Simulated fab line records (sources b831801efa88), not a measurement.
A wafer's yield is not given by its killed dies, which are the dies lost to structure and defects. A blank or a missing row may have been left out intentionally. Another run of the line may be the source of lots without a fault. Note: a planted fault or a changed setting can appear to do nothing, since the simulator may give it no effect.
Lot-split experiment -- flow sfq line -- route with 325 steps; 5 lots, 16 wafers read

## ON THE SPLIT
At SFQ_TRILAYER_L0_VIA_LITHO_COAT_018 (resist thk 62 nm), the setting spin rpm was moved away from the recipe's 3000 rpm on 7 of the 16 wafers read, by -5.8% to +6.1%. The other wafers ran this setting at the recipe's value.

Between the split and the reading, the file records no step.

## THE READING
etch.depth nm (the simulator's own value, which no gauge read), in nm, at SFQ_TRILAYER_L0_VIA_BARC_OPEN_VIA_ETCH_021 (etches BARC in O2, target depth 125 nm, time 41.7 s). There is no usual value for it anywhere in the file. Average 61.98 nm, standard deviation 0.15 nm, over the 9 wafers here run with the recipe.

wafer,"tool, chamber at the split","spin rpm as run, rpm",against the recipe,"etch.depth nm, nm",against lot-mates on the recipe
L078.1,"litho track-02, 0",3113,+3.8%,60.89,-1.14
L078.2,"litho track-02, 0",3000,recipe,62.12,-
L078.3,"litho track-02, 0",3000,recipe,61.99,-
L078.5,"litho track-02, 0",3113,+3.8%,61.03,-1.00
L078.6,"litho track-02, 0",3000,recipe,61.97,-
L080.3,"litho track-01, 0",3000,recipe,62.03,-
L080.5,"litho track-01, 0",3000,recipe,62.03,-
L080.4,"litho track-01, 0",3000,recipe,62,-
L082.2,"litho track-03, 0",3182,+6.1%,60.09,no lot-mate on the recipe
L082.5,"litho track-03, 0",3182,+6.1%,60.13,no lot-mate on the recipe
L082.6,"litho track-03, 0",3182,+6.1%,60.22,no lot-mate on the recipe
L083.4,"litho track-03, 0",2825,-5.8%,64.04,+1.85
L083.6,"litho track-03, 0",3000,recipe,62.19,-
L084.1,"litho track-01, 0",3000,recipe,61.82,-
L084.2,"litho track-01, 0",3146,+4.9%,60.47,-1.27
L084.4,"litho track-01, 0",3000,recipe,61.66,-

THE FIT
A straight line over all 16 wafers: etch.depth nm changes by -0.313 nm for each +1% of spin rpm; r = -0.99; the points scatter about the line by 0.15 nm.
The same after taking each lot's own level away (the mean of its wafers on the recipe; 13 wafers): -0.293 nm for each +1%; r = -0.99; scatter 0.081 nm.
The reading moves by 1.8 nm for the largest change in spin rpm, on that fit.
The span of the lots' own levels, 61.740 to 62.190 nm, comes to 3.0 times the standard deviation stated above.
Consequently the slope shifts little with the lot-to-lot level, the two slopes agreeing.
Check: for one of the wafers moved furthest among these (-5.8%), held out of the fit, the line's prediction against its lot-mates is +1.59 nm. Against them it came out at +1.85 nm.

## FURTHER SPLITS ON THESE WAFERS
These wafers also went through other splits before the reading. Each is held against what the fit with the lots' levels taken away leaves over:
other split on the same wafers,wafers away from the commonest value,r with etch.depth nm (lot level and that fit taken away)
SFQ_TRILAYER_INCOMING_OXIDATION_002 ox time s,11,+0.06

## THE WHOLE CHAIN: every reading that the file lists as answering this split, in the file's order
step,what it does,reading,change (the file's fit),r (the file's)
SFQ_TRILAYER_L0_VIA_LITHO_COAT_018,resist thk 62 nm,"BARC_of_TRILAYER_L0_VIA_LITHO_COAT_018.thk nm (the simulator's own value, which no gauge read)",-0.297 nm for each +1% of the setting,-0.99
SFQ_TRILAYER_L0_VIA_BARC_OPEN_VIA_ETCH_021,"etches BARC in O2, target depth 125 nm, time 41.7 s","etch.depth nm (the simulator's own value, which no gauge read)",-0.288 nm for each +1% of the setting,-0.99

## FILE'S OWN FIT
etch.depth nm changes by -0.288 nm for each +1% of spin rpm, r = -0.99.
